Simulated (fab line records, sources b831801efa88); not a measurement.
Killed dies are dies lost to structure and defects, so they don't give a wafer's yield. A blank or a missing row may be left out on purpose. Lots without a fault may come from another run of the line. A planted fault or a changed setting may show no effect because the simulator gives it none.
Which tool did it? | flow gf180mcu | 11 lots, 33 wafers sampled, at 5 steps of a route of 602

WHAT THE GAUGES READ, wafer by wafer
GF_HV_LDD_THK_MEAS_57. Usual: HV_LDD_CVD_56_THK 89.8 nm, standard deviation 0.83.
lot  | measured     | on            | HV_LDD_CVD_56_THK (nm)        | flag
L922 | day 12 17:09 | film_metro-03 | 89.4 89.6 88.9                |
L929 | day 15 05:46 | film_metro-03 | 88.3 87.2 83.5 88.4 87.2 83.5 | OFF
L930 | day 15 10:28 | film_metro-03 | 89.0 88.9 89.2                |
L935 | day 17 03:05 | film_metro-01 | 90.0 90.1 90.1                |
L936 | day 17 11:13 | film_metro-03 | 90.3 90.0 90.1                |
L938 | day 18 04:40 | film_metro-01 | 90.5 90.2 90.3                |
L939 | day 18 16:02 | film_metro-01 | 88.6 88.7 88.3                |
L941 | day 19 02:37 | film_metro-03 | 89.6 88.7 89.4                |
L942 | day 19 16:28 | film_metro-03 | 89.6 89.2 90.2                |
L943 | day 19 17:26 | film_metro-04 | 90.7 91.4 90.8                |
L944 | day 20 01:58 | film_metro-03 | 90.2 90.6 91.0                |

GF_CONTACT_CD_MEAS_14: target cd 220 nm. Usual: cd_nm 219.7 nm, standard deviation 1.4.
lot  | measured     | on        | cd_nm (nm)        | flag
L922 | day 16 06:46 | cd_sem-02 | 220.0 220.6 219.5 |
L929 | day 19 02:21 | cd_sem-01 | 219.5 216.9 219.0 |
L930 | day 19 08:33 | cd_sem-01 | 220.6 221.3 220.5 |
L935 | day 21 04:13 | cd_sem-01 | 218.5 218.1 217.0 |
L936 | day 21 16:48 | cd_sem-02 | 220.4 220.6 219.7 |
L938 | day 22 06:34 | cd_sem-01 | 218.0 219.0 219.2 |
L939 | day 22 19:16 | cd_sem-01 | 219.8 218.8 218.7 |
L941 | day 23 04:36 | cd_sem-02 | 218.5 218.9 219.7 |
L942 | day 23 17:09 | cd_sem-02 | 221.5 221.0 221.0 |
L943 | day 23 17:34 | cd_sem-02 | 220.4 217.4 218.7 |
L944 | day 24 02:14 | cd_sem-02 | 219.9 220.8 219.9 |

WHICH TOOL RAN EACH LOT (tool, then ch and the chambers of the sampled wafers, then the start)
lot  | GF_VT_IMPLANT_SOFTBAKE_36         | GF_HV_LDD_CVD_56            | GF_HV_LDD_ETCHBACK_58
L922 | litho_track-04 ch 0, day 7 11:02  | lpcvd-02 ch 1, day 12 15:41 | rie_diel-02 ch 1,2, day 12 17:11
L929 | litho_track-02 ch 0, day 9 12:00  | lpcvd-01 ch 1, day 15 04:20 | rie_diel-02 ch 0,2,3, day 15 12:34
L930 | litho_track-04 ch 0, day 9 15:34  | lpcvd-02 ch 0, day 15 09:02 | rie_diel-01 ch 0,2, day 15 10:31
L935 | litho_track-02 ch 0, day 11 01:37 | lpcvd-02 ch 0, day 17 01:38 | rie_diel-01 ch 0,1,2, day 17 03:08
L936 | litho_track-04 ch 0, day 11 07:07 | lpcvd-02 ch 0, day 17 09:47 | rie_diel-01 ch 0,1,2, day 17 11:17
L938 | litho_track-03 ch 0, day 11 23:11 | lpcvd-01 ch 1, day 18 03:14 | rie_diel-01 ch 1,3, day 18 04:43
L939 | litho_track-02 ch 0, day 12 04:58 | lpcvd-01 ch 1, day 18 14:35 | rie_diel-01 ch 0,1, day 18 16:05
L941 | litho_track-04 ch 0, day 12 16:07 | lpcvd-01 ch 0, day 19 01:11 | rie_diel-02 ch 0,1,2, day 19 02:40
L942 | litho_track-04 ch 0, day 13 01:16 | lpcvd-01 ch 0, day 19 15:02 | rie_diel-01 ch 0,2,3, day 19 16:32
L943 | litho_track-02 ch 0, day 13 05:01 | lpcvd-02 ch 0, day 19 15:59 | rie_diel-01 ch 1,2,3, day 19 17:29
L944 | litho_track-03 ch 0, day 13 13:00 | lpcvd-01 ch 0, day 20 00:32 | rie_diel-01 ch 0,1,2, day 20 02:01
- GF_VT_IMPLANT_SOFTBAKE_36: time 60.86 s.
- GF_HV_LDD_CVD_56: deposits Si3N4 from DCS/NH3, target thk 90 nm, time 1543 s.
- GF_HV_LDD_ETCHBACK_58: etches Si3N4 in CH3F/O2, stops on SiO2, time 100 s, target depth 90 nm.

WHAT THE TOOLS THEMSELVES READ (means of the sampled wafers that have a number; where no wafer has one, the mark that the record gives instead)
GF_VT_IMPLANT_SOFTBAKE_36. Usual: plate_sensor_t_centre_C 90.757 C, standard deviation 0.0098; plate_sensor_t_edge_C 90.830 C, standard deviation 0.011.
lot  | tool           | plate_sensor_t_centre_C (C) | plate_sensor_t_edge_C (C) | flag
L922 | litho_track-04 | 90.757                      | 90.825                    |
L929 | litho_track-02 | 90.758                      | 90.829                    |
L930 | litho_track-04 | 90.757                      | 90.832                    |
L935 | litho_track-02 | 90.750                      | 90.831                    |
L936 | litho_track-04 | 90.760                      | 90.821                    |
L938 | litho_track-03 | 90.760                      | 90.823                    |
L939 | litho_track-02 | 90.756                      | 90.825                    |
L941 | litho_track-04 | 90.762                      | 90.825                    |
L942 | litho_track-04 | 90.757                      | 90.829                    |
L943 | litho_track-02 | 90.762                      | 90.837                    |
L944 | litho_track-03 | 90.755                      | 90.822                    |

GF_HV_LDD_CVD_56. Usual: spike_tc_centre_C 771.6 C, standard deviation 1.1; spike_tc_lower_C 771.0 C, standard deviation 1.2; spike_tc_upper_C 770.7 C, standard deviation 1.6; zone_power_centre_pct 13.5 %, standard deviation 0.51; zone_power_lower_pct 12.5 %, standard deviation 1.2.
lot  | tool     | spike_tc_centre_C (C) | spike_tc_lower_C (C) | spike_tc_upper_C (C) | zone_power_centre_pct (%) | zone_power_lower_pct (%) | flag
L922 | lpcvd-02 | 772.5                 | 769.0                | 769.8                | 13.0                      | 12.2                     |
L929 | lpcvd-01 | 748.2                 | 774.1                | 774.4                | 7.3                       | 16.0                     | OFF
L930 | lpcvd-02 | 772.3                 | 771.9                | 769.9                | 14.1                      | 10.9                     |
L935 | lpcvd-02 | 772.9                 | 770.5                | 770.3                | 14.3                      | 11.0                     |
L936 | lpcvd-02 | 771.8                 | 771.4                | 768.6                | 14.2                      | 10.9                     |
L938 | lpcvd-01 | 772.2                 | 772.8                | 772.2                | 12.9                      | 12.9                     |
L939 | lpcvd-01 | 770.7                 | 771.4                | 771.3                | 13.1                      | 12.9                     |
L941 | lpcvd-01 | 771.4                 | 771.1                | 772.4                | 13.6                      | 14.1                     |
L942 | lpcvd-01 | 770.4                 | 771.1                | 772.4                | 13.4                      | 14.2                     |
L943 | lpcvd-02 | 771.1                 | 771.3                | 769.4                | 14.3                      | 11.0                     |
L944 | lpcvd-01 | 771.2                 | 771.8                | 771.7                | 13.4                      | 14.2                     |

GF_HV_LDD_ETCHBACK_58. Usual: drypump_motor_current_A 5.6 A, standard deviation 0.43; oes_product_au 0.841 a.u., standard deviation 0.0058; throttle_valve_pct 10.560 %, standard deviation 0.0095.
lot  | tool        | drypump_motor_current_A (A) | oes_product_au (a.u.) | throttle_valve_pct (%) | flag
L922 | rie_diel-02 | 5.7                         | 0.843                 | 10.543                 |
L929 | rie_diel-02 | 6.0                         | 0.825                 | 10.566                 |
L930 | rie_diel-01 | 5.2                         | 0.837                 | 10.560                 |
L935 | rie_diel-01 | 5.3                         | 0.843                 | 10.551                 |
L936 | rie_diel-01 | 5.3                         | 0.843                 | 10.560                 |
L938 | rie_diel-01 | 5.2                         | 0.843                 | 10.559                 |
L939 | rie_diel-01 | 5.2                         | 0.834                 | 10.561                 |
L941 | rie_diel-02 | 5.9                         | 0.844                 | 10.564                 |
L942 | rie_diel-01 | 5.1                         | 0.840                 | 10.562                 |
L943 | rie_diel-01 | 5.2                         | 0.844                 | 10.573                 |
L944 | rie_diel-01 | 5.3                         | 0.846                 | 10.562                 |

THE ANSWER, worked out from the rows above alone
Rule: a lot is off if the mean of its wafers that have a number lies more than 3 standard deviations from the usual mean. A lot without any number at a reading at which 4 lots or more have one is off too. The other lots that the step has rows for count as sound. The gauges are gone through in route order, then the tools' own readings, and for those a lot's mean is taken as printed above. The first step at which some lot is off is used, and at that step the reading that is off furthest; a lot without a number counts as furthest.
Off: L929, at GF_HV_LDD_THK_MEAS_57 (HV_LDD_CVD_56_THK).
A tool fits if, at a process step before that reading, it ran every lot that is off, and no sound lot after the first of them. The gauges at GF_HV_LDD_THK_MEAS_57 aren't tried: what is off there is off at GF_HV_LDD_CVD_56 too, on other tools, and a gauge's error can't cause that. None of those tried fits.

WHAT THE SIMULATOR HAD PUT IN
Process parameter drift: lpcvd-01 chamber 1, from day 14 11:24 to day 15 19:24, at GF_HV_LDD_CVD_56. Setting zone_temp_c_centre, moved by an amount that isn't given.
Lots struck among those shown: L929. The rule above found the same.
